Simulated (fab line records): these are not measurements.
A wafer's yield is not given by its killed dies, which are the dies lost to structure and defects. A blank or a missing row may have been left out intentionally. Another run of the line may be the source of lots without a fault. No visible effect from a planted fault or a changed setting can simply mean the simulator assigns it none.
Which tool is to blame? + flow sky130 + 38 wafers from 13 lots sampled at 4 of the route's 708 steps

== WHAT THE GAUGES SHOWED, per wafer ==
SKY_FIELD_ISO_THK_MEAS_04.
| lot  | measured    | on            | FIELD_ISO_CVD_03_THK (nm) |
|------|-------------|---------------|---------------------------|
| L615 | day 1 15:18 | film-metro-02 | 167.7 166.9 167.0         |
| L616 | day 1 20:43 | film-metro-03 | 164.9 167.1 166.0         |
| L617 | day 1 23:52 | film-metro-03 | 165.8 166.5 166.2         |
| L620 | day 2 15:35 | film-metro-03 | 167.6 167.5 168.0         |
| L621 | day 2 21:28 | film-metro-01 | 164.4 164.4 165.4         |
| L622 | day 3 01:30 | film-metro-02 | 164.1 163.1 164.5         |
| L623 | day 3 05:38 | film-metro-01 | 164.9 165.1 165.3         |
| L625 | day 3 16:44 | film-metro-03 | 166.1 166.2 166.9         |
| L627 | day 4 01:29 | film-metro-02 | 163.7 162.6 163.8         |
| L628 | day 4 06:29 | film-metro-02 | 165.0 164.8 165.4         |
| L632 | day 5 02:59 | film-metro-01 | 164.6 166.1 165.5         |
| L635 | day 5 17:59 | film-metro-01 | 165.0 168.1               |
| L638 | day 6 10:45 | film-metro-02 | 164.9 164.7 163.8         |

SKY_FIELD_ISO_THK_MEAS_25.
| lot  | measured    | on            | FIELD_ISO_CVD_24_THK (nm) |
|------|-------------|---------------|---------------------------|
| L615 | day 2 14:23 | film-metro-03 | 601 584 595               |
| L616 | day 2 15:34 | film-metro-02 | 598 592 587               |
| L617 | day 2 15:35 | film-metro-01 | 581 574 600               |
| L620 | day 3 09:26 | film-metro-02 | 595 586 591               |
| L621 | day 3 16:12 | film-metro-03 | 590 594 596               |
| L622 | day 3 20:23 | film-metro-01 | 609 600 591               |
| L623 | day 4 00:57 | film-metro-03 | 607 590 598               |
| L625 | day 4 14:02 | film-metro-02 | 585 582 586               |
| L627 | day 4 21:10 | film-metro-03 | 583 573 593               |
| L628 | day 5 04:49 | film-metro-01 | 596 592 594               |
| L632 | day 5 22:44 | film-metro-03 | 590 594 596               |
| L635 | day 6 14:37 | film-metro-03 | 581 641                   |
| L638 | day 7 08:01 | film-metro-02 | 597 628 591               |

SKY_NWELL_OVL_MEAS_10.
| lot  | measured     | on         | NWELL_00_OVL (nm) |
|------|--------------|------------|-------------------|
| L615 | day 4 21:22  | overlay-01 | -1.0 0.1 0.8      |
| L616 | day 5 00:00  | overlay-01 | -1.7 -1.7 -4.1    |
| L617 | day 5 00:31  | overlay-02 | -1.2 -2.5 -1.3    |
| L620 | day 5 17:11  | overlay-02 | 0.3 0.1 0.3       |
| L621 | day 6 00:28  | overlay-01 | 0.0 -1.4 -1.4     |
| L622 | day 6 05:22  | overlay-01 | -2.1 0.0 -0.5     |
| L623 | day 6 10:04  | overlay-01 | -3.7 -4.0 -2.1    |
| L625 | day 7 10:01  | overlay-01 | -2.1 -2.5 -0.5    |
| L627 | day 7 18:04  | overlay-02 | -0.8 -0.9 -2.6    |
| L628 | day 7 21:34  | overlay-01 | 0.5 -1.9 1.4      |
| L632 | day 8 15:52  | overlay-02 | -1.3 -2.6 -1.8    |
| L635 | day 9 08:11  | overlay-01 | -1.9 -0.2         |
| L638 | day 10 04:49 | overlay-01 | -2.0 -2.8 -0.6    |

== WHAT TOOL EACH LOT RAN ON (gives the tool, then ch and the chambers of the sampled wafers, and finally the start) ==
| lot  | SKY_FIELD_ISO_CVD_24            |
|------|---------------------------------|
| L615 | hdpcvd-02 ch 0,1,2, day 2 14:19 |
| L616 | hdpcvd-01 ch 0,1,2, day 2 15:29 |
| L617 | hdpcvd-02 ch 0,1,2, day 2 15:31 |
| L620 | hdpcvd-01 ch 0,1,2, day 3 09:22 |
| L621 | hdpcvd-01 ch 1,2, day 3 16:07   |
| L622 | hdpcvd-02 ch 0,2, day 3 20:18   |
| L623 | hdpcvd-02 ch 0,1,2, day 4 00:52 |
| L625 | hdpcvd-01 ch 0,1, day 4 13:58   |
| L627 | hdpcvd-02 ch 0,1,2, day 4 21:05 |
| L628 | hdpcvd-01 ch 0,2, day 5 04:44   |
| L632 | hdpcvd-01 ch 1,2, day 5 22:39   |
| L635 | hdpcvd-02 ch 1,2, day 6 14:32   |
| L638 | hdpcvd-02 ch 0,2, day 7 07:56   |
- SKY_FIELD_ISO_CVD_24: deposits SiO2, target thk 595 nm, time 99.2 s.

== WHAT THE TOOLS THEMSELVES READ (means of the sampled wafers that have a number; where no wafer has one, the mark that the record gives instead) ==
The record holds no such reading with a usual standard deviation.

== THE ANSWER, worked out from the rows above alone ==
Rule: the usual values come from the lots themselves. The widest of any qualifying gaps counts: lots, ordered by their means at a reading, are off when they make up no more than a third of the lots, leave a main group of 4 or more, and stand apart from it by 3 or more times the standard deviation of that group's means. The tables above print the reading to a certain number of digits; a main group whose means all agree to those digits is not used. Also off: a lot with no number at a reading for which 4 or more lots have one. The other lots that the step has rows for count as sound. First the gauges in route order, then the tools' own readings, where a lot's mean is used as printed above. At the first step where some lot is off, the reading lying furthest off is the one used; lots without a number count as furthest.
Nothing can be told from this: no lot is off at any reading shown.

== WHAT HAD BEEN PUT IN BY THE SIMULATOR ==
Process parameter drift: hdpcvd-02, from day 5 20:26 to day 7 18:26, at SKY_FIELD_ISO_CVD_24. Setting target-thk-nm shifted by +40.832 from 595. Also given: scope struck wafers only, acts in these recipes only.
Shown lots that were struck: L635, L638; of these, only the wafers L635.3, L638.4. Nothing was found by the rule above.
